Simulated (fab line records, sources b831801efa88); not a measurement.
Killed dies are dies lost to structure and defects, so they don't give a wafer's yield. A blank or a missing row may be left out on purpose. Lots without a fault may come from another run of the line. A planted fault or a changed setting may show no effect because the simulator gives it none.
One fault seen from 2 desks | flow sky130 | each desk has only its own numbers; what lay behind them comes last

THE METROLOGY DESK
What the gauges read, lot by lot, whatever tool the lot ran on: means of the sampled wafers that have a number. A lot is out of limits, marked OUT, if its mean lies more than 4 standard deviations from the usual mean; the brackets give that distance.
Columns: A = FIELD_ISO_OXIDATION_00_THK at SKY_FIELD_ISO_THK_MEAS_02, usual 11.89 nm; B = NWELL_TW at SKY_NWELL_TW_MEAS_15, usual 1817; C = NWELL_RS at SKY_NWELL_RS_MEAS_29, usual 624.4 ohm/sq
lot  | first seen here | A     | B                      | C
L784 | day 1 11:38     | 11.74 | 1823                   | 627.8
L789 | day 2 13:19     | 12.26 | 1833                   | 622.5
L790 | day 2 17:39     | 11.95 | 1828                   | 623.3
L791 | day 2 22:38     | 11.49 | 1804                   | 624.6
L793 | day 3 08:38     | 11.82 | 1820                   | 625.2
L794 | day 3 14:20     | 11.67 | 1807                   | 624.3
L795 | day 3 18:48     | 11.77 | 1814                   | 624.0
L796 | day 3 23:38     | 11.69 | 1819                   | 624.8
L797 | day 4 04:38     | 11.82 | 1810                   | 624.6
L803 | day 5 12:22     | 12.08 | 3378 (+99 or more) OUT | 203.0 (-99 or more) OUT
L805 | day 5 21:44     | 12.11 | 3377 (+99 or more) OUT | 203.8 (-99 or more) OUT
This desk's finding: out of limits on L803, L805; first on L803, day 9 05:28 (NWELL_TW at SKY_NWELL_TW_MEAS_15). In limits: L784, L789, L790, L791, L793, L794, L795, L796, L797.

THE TOOL OWNER'S DESK: implanter-02
The tool's own readings at SKY_NWELL_IMPLANT_11: means of the sampled wafers that have a number, for each lot that ran on this tool. A lot is out of limits, marked OUT, if its mean lies more than 4 standard deviations from the usual mean; the brackets give that distance.
Columns: A = beam_energy_keV at SKY_NWELL_IMPLANT_11, usual 399.99; B = beam_on_s at SKY_NWELL_IMPLANT_11, usual 10.00 s; C = dose_ions_cm2 at SKY_NWELL_IMPLANT_11, usual 1.9002e+13; D = faraday_current_uA at SKY_NWELL_IMPLANT_11, usual 107.2
lot  | first seen here | A      | B                       | C                            | D
L789 | day 5 17:08     | 399.98 | 10.03                   | 1.8997e+13                   | 106.8
L791 | day 6 05:33     | 399.96 | 9.86                    | 1.9001e+13                   | 108.5
L794 | day 6 23:27     | 400.15 | 10.16                   | 1.8988e+13                   | 105.5
L803 | day 9 04:55     | 399.94 | 57.69 (+99 or more) OUT | 1.4234e+14 (+99 or more) OUT | 139.5 (+14) OUT
L805 | day 9 14:11     | 399.97 | 56.16 (+99 or more) OUT | 1.4234e+14 (+99 or more) OUT | 143.1 (+16) OUT
This desk's finding: out of limits on L803, L805; first on L803, day 9 04:55 (beam_on_s at SKY_NWELL_IMPLANT_11). In limits: L789, L791, L794.

PUT TOGETHER
The tool owner's desk could have raised an alarm at day 9 04:55, on L803, L805.
The metrology desk could have raised an alarm at day 9 05:28, on L803, L805.
Of the lots named, all ran SKY_NWELL_IMPLANT_11 on implanter-02.

WHAT THE SIMULATOR HAD PUT IN
Process parameter drift: implanter-02, from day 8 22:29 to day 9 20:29, at SKY_NWELL_IMPLANT_11. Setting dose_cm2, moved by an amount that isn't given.
Lots struck among those shown: L803, L805.
Hours from the fault's start to each desk's first reading out of limits: the tool owner's desk, 6; the metrology desk, 7.
